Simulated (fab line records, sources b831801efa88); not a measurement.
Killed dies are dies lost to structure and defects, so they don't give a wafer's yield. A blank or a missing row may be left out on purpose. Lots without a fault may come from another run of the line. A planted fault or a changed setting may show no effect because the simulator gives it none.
A struck lot beside a sound one | flow gf180mcu | 32 steps out of a route of 602
Sound: wafers L510.3, L510.4, L510.6. Struck: wafers L520.2, L520.4, L520.5. The cause comes at the end.
At each step with rows: each side's tool, then ch and its chambers, then its first start. Under that, the readings that differ: sound wafers | struck wafers | difference of the means | sigmas: that difference in standard deviations of wafers without a fault.
alike: readings whose means differ by less than 2 such deviations, and words and numbers that are the same on both sides. not compared: withheld readings, readings that some wafer has no value for, bounds like >300 that may hide the same value, and numbers for which the record gives no deviation and whose values overlap.
The two part at a step that has a row with sigmas, a row that says differs or no value, or rows on one side only. Numbers that don't overlap but have no deviation are shown without sigmas and don't part them. A reading that every wafer of one side lacks parts them only if that side has two wafers or more.

GF_HV_LDD_TW_MEAS_23:
  sound on film_metro-04, day 13 23:40; struck on film_metro-04, day 17 04:50
  alike: HV_LDD_2_TW
then, 7 steps without rows for these wafers: GF_HV_LDD_DEHYDRATE_24 (time 60 s); GF_HV_LDD_HMDS_25 (prime time 60 s); GF_HV_LDD_COAT_26 (resist thk 1000 nm); GF_HV_LDD_SOFTBAKE_27 (time 60 s); GF_HV_LDD_EXPOSE_28 (exposes mask Nplus HV AREA, target cd 400 nm); GF_HV_LDD_PEB_29; GF_HV_LDD_DEVELOP_30 (develop time 60 s).
GF_HV_LDD_CD_MEAS_31: target cd 400 nm.
  sound on cd_sem-02, day 14 20:52; struck on cd_sem-02, day 18 03:36
  alike: cd_nm
GF_HV_LDD_OVL_MEAS_32:
  sound on overlay-01, day 14 20:57; struck on overlay-02, day 18 03:43
  alike: HV_LDD_02_OVL
then, 2 steps without rows for these wafers: GF_HV_LDD_IMPLANT_33; GF_HV_LDD_IMPLANT_34.
GF_HV_LDD_IMPLANT_35:
  sound on implanter-03 ch 0, day 14 21:20; struck on implanter-03 ch 0, day 18 04:04
  reading            | sound                | struck               | difference | sigmas
  tilt_deg (degrees) | 30.002 29.999 30.020 | -0.008 -0.014 -0.009 | -30.017    | -99 or more
  alike: dose_ions_cm2
then, 1 step without rows for these wafers: GF_HV_LDD_IMPLANT_36.
GF_HV_LDD_STRIP_37: strips in O2/N2.
  sound on plasma_asher-04 ch 0,1, day 14 21:37; struck on plasma_asher-02 ch 1, day 18 04:20
  reading                      | sound             | struck            | difference | sigmas
  strip_time_to_endpoint_s (s) | 12.58 12.56 12.57 | 12.64 12.65 12.64 | +0.07      | +2
  alike: drypump_motor_current_A, heater_power_w, oes_product_au
  not compared: rf_hours_counter_h
GF_HV_LDD_TW_MEAS_38:
  sound on film_metro-01, day 14 21:43; struck on film_metro-04, day 18 04:27
  reading     | sound          | struck         | difference | sigmas
  HV_LDD_3_TW | 1430 1434 1429 | 1406 1415 1412 | -20        | -2
then, 7 steps without rows for these wafers: GF_HV_LDD_DEHYDRATE_39 (time 60 s); GF_HV_LDD_HMDS_40 (prime time 60 s); GF_HV_LDD_COAT_41 (resist thk 1000 nm); GF_HV_LDD_SOFTBAKE_42 (time 60 s); GF_HV_LDD_EXPOSE_43 (exposes mask Pplus HV AREA, target cd 400 nm); GF_HV_LDD_PEB_44; GF_HV_LDD_DEVELOP_45 (develop time 60 s).
GF_HV_LDD_CD_MEAS_46: target cd 400 nm.
  sound on cd_sem-02, day 15 18:07; struck on cd_sem-02, day 19 03:56
  alike: cd_nm
GF_HV_LDD_OVL_MEAS_47:
  sound on overlay-01, day 15 18:12; struck on overlay-02, day 19 04:02
  alike: HV_LDD_03_OVL
then, 1 step without rows for these wafers: GF_HV_LDD_IMPLANT_48.
GF_HV_LDD_STRIP_49: strips in O2/N2.
  sound on plasma_asher-03 ch 0,1, day 15 18:25; struck on plasma_asher-03 ch 0,1, day 19 04:13
  alike: drypump_motor_current_A, heater_power_w, oes_product_au, strip_time_to_endpoint_s
  not compared: rf_hours_counter_h
GF_HV_LDD_TW_MEAS_50:
  sound on film_metro-04, day 15 18:30; struck on film_metro-02, day 19 04:20
  alike: HV_LDD_4_TW
then, 1 step without rows for these wafers: GF_HV_LDD_CLEAN_51 (cleans in SC1/SC2, time 150 s).
GF_HV_LDD_RTA_52: time 10 s.
  sound on rtp_anneal-02 ch 0, day 15 18:37; struck on rtp_anneal-01 ch 0, day 19 04:27
  reading            | sound    | struck   | difference | sigmas
  lamp_power_pct (%) | 29 29 29 | 36 36 36 | +7         | +2
  alike: anneal_temp_c_max, wafer_temp_C_max
GF_HV_LDD_RS_MEAS_53: measures by four-point-probe.
  sound on film_metro-02, day 15 18:41; struck on film_metro-04, day 19 04:32
  reading            | sound             | struck            | difference | sigmas
  HV_LDD_RS (ohm/sq) | 418.6 418.0 417.7 | 374.4 374.3 375.1 | -43.5      | -51
then, 1 step without rows for these wafers: GF_HV_LDD_CVD_54 (deposits SiO2 from TEOS, target thk 10 nm, time 75 s).

WHERE THEY PART
First at GF_HV_LDD_IMPLANT_35; last, within this record, at GF_HV_LDD_RS_MEAS_53.

WHY: what the simulator had put in
Process parameter drift: implanter-03, from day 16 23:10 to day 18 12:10, at GF_HV_LDD_IMPLANT_35. Setting tilt_deg, moved by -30, from 30. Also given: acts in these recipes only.
